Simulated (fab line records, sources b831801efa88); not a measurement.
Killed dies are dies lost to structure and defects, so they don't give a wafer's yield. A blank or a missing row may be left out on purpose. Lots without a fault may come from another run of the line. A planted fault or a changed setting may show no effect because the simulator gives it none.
Tool commonality check | flow gf180mcu | 8 lots, 24 wafers sampled

WHY IT WAS OPENED
At GF_HV_LDD_TW_MEAS_38 the reading HV_LDD_3_TW is flagged on 2 of 8 lots. Wafers without a fault read 1439, standard deviation 6.7.
Rule: a lot is flagged when every wafer of it that has a number lies more than 4 standard deviations from that mean, or none has a number. The other lots count as sound.

lot  | measured     | on            | HV_LDD_3_TW, wafer by wafer | flag
L610 | day 11 18:07 | film_metro-03 | 1441 1434 1430              |
L611 | day 12 01:16 | film_metro-03 | 1440 1435 1442              |
L612 | day 12 05:52 | film_metro-03 | 1435 1433 1435              |
L613 | day 12 16:46 | film_metro-04 | 1446 1441 1447              |
L614 | day 12 19:55 | film_metro-04 | 1450 1445 1444              |
L615 | day 13 00:08 | film_metro-04 | 1435 1451 1450              |
L624 | day 16 01:01 | film_metro-01 | 1590 1601 1598              | FLAGGED
L625 | day 16 06:45 | film_metro-03 | 1599 1603 1602              | FLAGGED
The numbers of the flagged lots are 1599 on average: +160 against the usual, or +24 standard deviations.

WHICH TOOL RAN EACH LOT
The record holds 2 process steps before the reading, out of a route of 602 steps. In each cell: the tool, then ch and the chambers that the sampled wafers went through, then the start.
lot  | flag    | GF_VT_IMPLANT_STRIP_20               | GF_HV_LDD_IMPLANT_36
L610 |         | plasma_asher-04 ch 0,1, day 6 08:53  | implanter-01 ch 0, day 11 17:52
L611 |         | plasma_asher-04 ch 1, day 6 13:14    | implanter-02 ch 0, day 12 01:02
L612 |         | plasma_asher-04 ch 0,1, day 6 20:18  | implanter-04 ch 0, day 12 05:38
L613 |         | plasma_asher-04 ch 0,1, day 7 03:29  | implanter-01 ch 0, day 12 16:31
L614 |         | plasma_asher-02 ch 0, day 7 06:51    | implanter-01 ch 0, day 12 19:40
L615 |         | plasma_asher-04 ch 0,1, day 7 13:20  | implanter-01 ch 0, day 12 23:53
L624 | FLAGGED | plasma_asher-04 ch 0,1, day 9 22:11  | implanter-04 ch 0, day 16 00:46
L625 | FLAGGED | plasma_asher-02 ch 0,1, day 10 03:15 | implanter-04 ch 0, day 16 06:30
What these steps do:
- GF_VT_IMPLANT_STRIP_20: strips in O2/N2.
- GF_HV_LDD_IMPLANT_36
- GF_HV_LDD_TW_MEAS_38

FLAGGED OVER TOTAL, TOOL BY TOOL (the gauges that took the reading come last)
step                   | tool            | lots run | flagged | share of the flagged lots | sound lots run after its first flagged lot
GF_VT_IMPLANT_STRIP_20 | plasma_asher-02 | 2        | 1       | some                      | 0
GF_VT_IMPLANT_STRIP_20 | plasma_asher-04 | 6        | 1       | some                      | 0
GF_HV_LDD_IMPLANT_36   | implanter-01    | 4        | 0       | none                      | -
GF_HV_LDD_IMPLANT_36   | implanter-02    | 1        | 0       | none                      | -
GF_HV_LDD_IMPLANT_36   | implanter-04    | 3        | 2       | all                       | 0
GF_HV_LDD_TW_MEAS_38   | film_metro-01   | 1        | 1       | some                      | 0
GF_HV_LDD_TW_MEAS_38   | film_metro-03   | 4        | 1       | some                      | 0
GF_HV_LDD_TW_MEAS_38   | film_metro-04   | 3        | 0       | none                      | -

WHAT THE TABLE ALLOWS
1 row of the table ran every flagged lot: implanter-04 at GF_HV_LDD_IMPLANT_36.
- implanter-04 at GF_HV_LDD_IMPLANT_36: 2 of its 3 lots flagged. Its last sound lot is L612 (day 12 05:38), its first flagged lot L624 (day 16 00:46): a fault that began between those two fits.
One tool is left: implanter-04 at GF_HV_LDD_IMPLANT_36.

WHAT THE SIMULATOR HAD PUT IN
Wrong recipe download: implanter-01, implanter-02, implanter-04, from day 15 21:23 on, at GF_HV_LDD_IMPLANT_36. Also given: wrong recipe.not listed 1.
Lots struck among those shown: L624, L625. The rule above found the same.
